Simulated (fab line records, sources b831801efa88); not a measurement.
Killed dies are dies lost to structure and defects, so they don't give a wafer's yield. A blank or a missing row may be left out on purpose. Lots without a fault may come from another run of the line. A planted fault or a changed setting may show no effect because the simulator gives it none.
fab line records | flow sky130
record lots=13 wafers=39 last_day=50
route steps=708 shown VIA2@523 CAPM@541
lots that met no fault: from a run of the same line without faults
start_h: hours from the record's first day to the start of the lot's first wafer shown | wait_h: hours since the lot's step before | " the same as in the row above | L1.1+2: a row that stands for several wafers | - no value, or no start given | * or withheld: withheld | < > ~ a bound
route shown NAME@n: a module of which the file shows steps, and the number in the route of the first | usual: mean/standard deviation of fault-free wafers | same: alike in all rows | chamber/n: place in a boat | sites: the reading at each site | _std_site: their standard deviation | _edge_site: outer sites' mean less inner sites' | radius_mm: how far each site lies from the wafer's centre | mask NAME#n: copy n | behind: the tool/chamber that last shaped the wafer | hold: why the lot was held/for how many hours/how that ended | device: the transistor (n, p or np) that didn't switch | end of line: the same wafers' tests at the end of the route | a step without rows: its recipe alone | killed: dies lost to structure and defects at the first sort, not the wafer's yield | map: a wafer's dies, x killed, . not, _ none there
set.NAME: the setting as run; set.NAME@STEP: as run at that earlier step | model.NAME: the simulator's own value behind a step, which no gauge read
steps of the route over a sample of lots; a table a step, a row a wafer
services: from which hour (start_h, from the record's first day; less than 0 if before it) a tool's chamber was out of use, for how many hours, and why
## steps
# step SKY_VIA2_STRIP_16
# recipe chemistry=O2/N2 power_w=1400 pressure_mtorr=1500 platen_temp_c=withheld o2_flow_sccm=3000 n2_flow_sccm=300 overash_fraction=0.5
# usual drypump_motor_current_A=5.64/0.28 oes_product_au=0.399/0.0051 strip_time_to_endpoint_s=4.061/0.022
# columns lot.wafer tool chamber start_h wait_h drypump_motor_current_A oes_product_au rf_hours_counter_h strip_time_to_endpoint_s
L308.1 plasma_asher-03 1 839.54 0.0 5.45 0.399 11 4.082
L308.4 " 0 " " 5.74 0.390 - 4.079
L308.5 " 1 " " 5.50 0.398 - 4.079
L309.1 plasma_asher-04 1 848.10 0.0 6.22 0.400 71 4.095
L309.5 " 0 " " 5.80 0.398 - 4.065
L309.6 " 1 " " 6.20 0.407 - 4.077
L310.4 plasma_asher-03 1 854.78 0.1 5.50 0.405 - 4.081
L310.5 " 0 " " 5.69 0.402 - 4.056
L310.6 " 1 " " 5.45 0.397 - 4.005
L311.4 plasma_asher-04 1 862.22 0.1 6.12 0.399 - 4.054
L311.5 " 0 " " 5.78 0.392 - 4.089
L311.6 " 1 " " 6.20 0.395 - 4.046
L312.3 plasma_asher-01 0 870.98 0.1 5.31 0.394 - 4.055
L312.5 " 1 " " 5.54 0.395 - 4.053
L312.6 " 0 " " 5.31 0.387 - 4.038
L313.1 plasma_asher-04 0 887.68 0.0 5.79 0.400 75 4.040
L313.2 " 1 " " 6.25 0.403 75 4.034
L313.5 " 0 " " 5.80 0.400 - 4.021
L316.2 plasma_asher-03 1 912.40 0.0 5.47 0.397 18 4.046
L316.3 " 0 " " 5.75 0.402 - 4.062
L316.6 " 1 " " 5.48 0.404 - 4.018
L315.1 plasma_asher-01 1 916.50 0.0 5.53 0.397 109 4.030
L315.5 " 1 " " 5.53 0.397 - 4.044
L315.6 " 0 " " 5.30 0.396 - 4.052
L326.2 plasma_asher-01 1 983.59 0.0 5.52 0.396 116 4.063
L326.4 " 0 " " 5.31 0.403 - 4.070
L326.5 " 0 " " 5.30 0.391 - 4.068
L327.2 plasma_asher-01 0 988.74 0.0 5.33 0.398 116 4.047
L327.4 " 0 " " 5.32 0.396 - 4.057
L327.6 " 0 " " 5.33 0.401 - 4.048
L328.1 plasma_asher-04 0 998.94 0.0 5.78 0.400 86 4.069
L328.3 " 1 " " 6.17 0.396 - 4.032
L328.5 " 0 " " 5.80 0.394 - 4.045
L329.1 plasma_asher-01 1 1002.04 0.0 5.55 0.393 118 4.071
L329.3 " 0 " " 5.34 0.394 - 4.070
L329.6 " 0 " " 5.29 0.403 - 4.098
L331.1 plasma_asher-01 1 1006.48 0.0 5.57 0.404 119 4.084
L331.3 " 0 " " 5.29 0.402 - 4.035
L331.6 " 0 " " 5.28 0.402 - 4.030
# step SKY_VIA2_RS_MEAS_22
# recipe thk_meas_gauge=four-point-probe reads=W_of_VIA2_CVD_21+TiN_of_VIA2_SPUTTER_20
# usual VIA2_W_RS=0.270/0.0039
# columns lot.wafer tool chamber start_h wait_h VIA2_W_RS[ohm/sq]
L308.1 film_metro-03 - 840.34 0.1 0.265
L308.4 " - " " 0.262
L308.5 " - " " 0.269
L309.1 film_metro-03 - 848.93 0.1 0.273
L309.5 " - " " 0.272
L309.6 " - " " 0.271
L310.4 film_metro-03 - 855.76 0.1 0.267
L310.5 " - " " 0.268
L310.6 " - " " 0.268
L311.4 film_metro-03 - 863.06 0.1 0.271
L311.5 " - " " 0.265
L311.6 " - " " 0.272
L312.3 film_metro-03 - 871.86 0.1 0.273
L312.5 " - " " 0.275
L312.6 " - " " 0.273
L313.1 film_metro-03 - 888.90 0.1 0.273
L313.2 " - " " 0.263
L313.5 " - " " 0.260
L316.2 film_metro-01 - 913.55 0.1 0.269
L316.3 " - " " 0.266
L316.6 " - " " 0.265
L315.1 film_metro-04 - 917.28 0.1 0.269
L315.5 " - " " 0.268
L315.6 " - " " 0.276
L326.2 film_metro-03 - 984.40 0.1 0.268
L326.4 " - " " 0.275
L326.5 " - " " 0.275
L327.2 film_metro-01 - 989.56 0.1 0.273
L327.4 " - " " 0.273
L327.6 " - " " 0.273
L328.1 film_metro-01 - 999.79 0.1 0.273
L328.3 " - " " 0.267
L328.5 " - " " 0.277
L329.1 film_metro-04 - 1002.86 0.1 0.266
L329.3 " - " " 0.267
L329.6 " - " " 0.268
L331.1 film_metro-04 - 1007.33 0.1 0.266
L331.3 " - " " 0.265
L331.6 " - " " 0.272
# step SKY_VIA2_CMP_24
# recipe stop_on=SiO2 t_overpolish_s=20 down_force_psi=3.5 platen_rpm=60 target_thk_nm=0 pad_velocity_m_s=0.94248
# usual motor_current_A=10.7/1.3 overpolish_run_s=20.000/0.0093 slurry_filter_dp_kPa=13.50/0.14 time_to_endpoint_s=101.7/3
# same t_overpolish_s=20
# columns lot.wafer tool chamber start_h wait_h motor_current_A overpolish_run_s slurry_filter_dp_kPa time_to_endpoint_s
L308.4 cmp-01 0 840.62 0.1 9.2 20.006 13.59 103.1
L308.1 " 1 " " 12.6 19.988 13.29 103.1
L308.5 " 3 " " 11.4 20.012 13.50 101.5
L309.1 cmp-01 1 849.11 0.1 12.4 19.987 13.46 98.8
L309.5 " 1 " " 11.9 20.006 13.40 97.6
L309.6 " 2 " " 9.4 20.006 13.61 99.6
L310.4 cmp-01 2 855.88 0.0 9.0 20.005 13.35 99.6
L310.5 " 2 " " 9.0 19.997 13.57 98.3
L310.6 " 3 " " 10.6 19.998 13.47 99.1
L311.4 cmp-02 1 863.18 0.0 12.5 20.000 13.54 97.1
L311.6 " 1 " " 12.7 20.005 13.50 95.5
L311.5 " 2 " " 10.8 20.004 13.48 101.1
L312.3 cmp-01 3 872.11 0.1 11.0 20.007 13.41 96.3
L312.5 " 2 " " 9.1 19.993 13.49 102.8
L312.6 " 3 " " 11.4 19.991 13.61 105.9
L313.2 cmp-02 2 889.13 0.1 11.0 20.002 13.54 106.0
L313.1 " 0 " " 11.2 19.998 13.58 99.7
L313.5 " 1 " " 12.4 20.006 13.58 106.3
L316.3 cmp-02 1 913.83 0.1 12.5 0.036 13.37 160.8
L316.2 " 2 " " 11.5 20.004 13.61 103.5
L316.6 " 2 " " 10.6 0.032 13.38 161.4
L315.1 cmp-01 1 917.51 0.1 13.0 20.002 13.45 100.8
L315.6 " 0 " " 9.8 19.996 13.40 98.5
L315.5 " 1 " " 12.6 19.997 13.46 102.4
L326.4 cmp-01 0 985.20 0.7 9.9 19.997 13.56 97.8
L326.2 " 2 " " 9.1 19.996 13.48 102.0
L326.5 " 0 " " 9.9 19.994 13.74 99.5
L327.2 cmp-01 1 989.72 0.0 12.6 19.997 13.77 98.4
L327.4 " 3 " " 11.1 19.986 13.64 97.2
L327.6 " 2 " " 9.1 20.003 13.45 97.1
L328.3 cmp-02 3 1000.02 0.1 9.7 19.984 13.70 104.8
L328.1 " 0 " " 10.6 19.995 13.59 99.8
L328.5 " 2 " " 10.8 20.016 13.43 100.4
L329.3 cmp-02 1 1003.31 0.3 11.8 19.999 13.80 102.3
L329.1 " 2 " " 11.0 20.017 13.64 103.2
L329.6 " 3 " " 9.4 19.997 13.45 104.3
L331.1 cmp-01 3 1007.51 0.1 10.8 20.007 13.42 103.3
L331.3 " 1 " " 12.3 19.995 13.37 100.9
L331.6 " 3 " " 11.4 19.994 13.73 101.0
# step SKY_CAPM_THK_MEAS_04
# recipe thk_meas_gauge=xrf reads=TiN_of_CAPM_SPUTTER_02
# usual CAPM_TIN_THK=199.5/2.4
# columns lot.wafer tool chamber start_h wait_h CAPM_TIN_THK[nm]
L308.1 film_metro-02 - 841.28 0.1 199.2
L308.4 " - " " 197.5
L308.5 " - " " 197.0
L309.1 film_metro-02 - 849.87 0.1 198.9
L309.5 " - " " 196.4
L309.6 " - " " 197.8
L310.4 film_metro-02 - 856.68 0.1 196.8
L310.5 " - " " 196.8
L310.6 " - " " 198.7
L311.4 film_metro-02 - 863.98 0.1 194.5
L311.5 " - " " 194.3
L311.6 " - " " 192.4
L312.3 film_metro-01 - 872.84 0.1 199.2
L312.5 " - " " 200.2
L312.6 " - " " 200.6
L313.1 film_metro-01 - 889.85 0.1 200.7
L313.2 " - " " 199.6
L313.5 " - " " 198.9
L316.2 film_metro-03 - 914.62 0.1 197.0
L315.1 film_metro-03 - 918.23 0.1 201.6
L315.5 " - " " 202.1
L315.6 " - " " 202.2
L326.2 film_metro-02 - 985.92 0.1 197.8
L326.4 " - " " 197.0
L326.5 " - " " 199.0
L327.2 film_metro-02 - 990.50 0.1 203.4
L327.4 " - " " 202.6
L327.6 " - " " 203.8
L328.1 film_metro-02 - 1000.74 0.1 199.1
L328.3 " - " " 200.8
L328.5 " - " " 199.3
L329.1 film_metro-03 - 1003.97 0.1 200.2
L329.3 " - " " 198.6
L329.6 " - " " 198.7
L331.1 film_metro-01 - 1008.28 0.1 197.6
L331.3 " - " " 198.9
L331.6 " - " " 199.4
## services
# columns tool chamber start_h hours kind
cmp-01 - 823.30 1.3 repair
cmp-02 - 880.78 2.1 repair
plasma_asher-01 - 896.91 1.6 repair
cmp-02 - 901.54 4.7 pm
cmp-01 - 912.21 4.0 pm
cmp-01 - 916.21 - consumable_replace:conditioner
cmp-01 - 916.21 - consumable_replace:pad
cmp-02 - 952.26 1.2 repair
cmp-01 - 984.01 0.5 repair
plasma_asher-03 - 990.13 15.6 pm
cmp-01 - 994.52 0.3 repair
cmp-02 - 997.77 0.5 repair
## key
first_sign step=SKY_VIA2_CMP_24 reading=overpolish_run_s direction=down sigmas=99+ usual=20.000 struck=0.034
effect step=SKY_VIA2_CMP_24 reading=time_to_endpoint_s direction=up sigmas=20 usual=* struck=*
met_at SKY_VIA2_CMP_24
struck_lots L316
struck_wafers L316.3,L316.6
later_rows_left_out L316.3,L316.6
sort_left_out L316.3,L316.6
not_acting_at SKY_VIA2_STRIP_16,SKY_VIA2_RS_MEAS_22,SKY_CAPM_THK_MEAS_04
onset_between 889.13 913.83
fault kind=process_parameter_drift tool=cmp-02 chamber=- onset_h=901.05 steps=SKY_VIA2_CMP_24 channel=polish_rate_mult offset=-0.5 shape=step end_h=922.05 scope=struck_wafers_only
# sort_left_out: the simulated sort isn't trusted on such a fault, so these wafers' sort isn't shown, and their yield isn't known
# later_rows_left_out: the simulator's readings of these wafers behind a module that went badly wrong aren't trusted and aren't shown, but for the sort
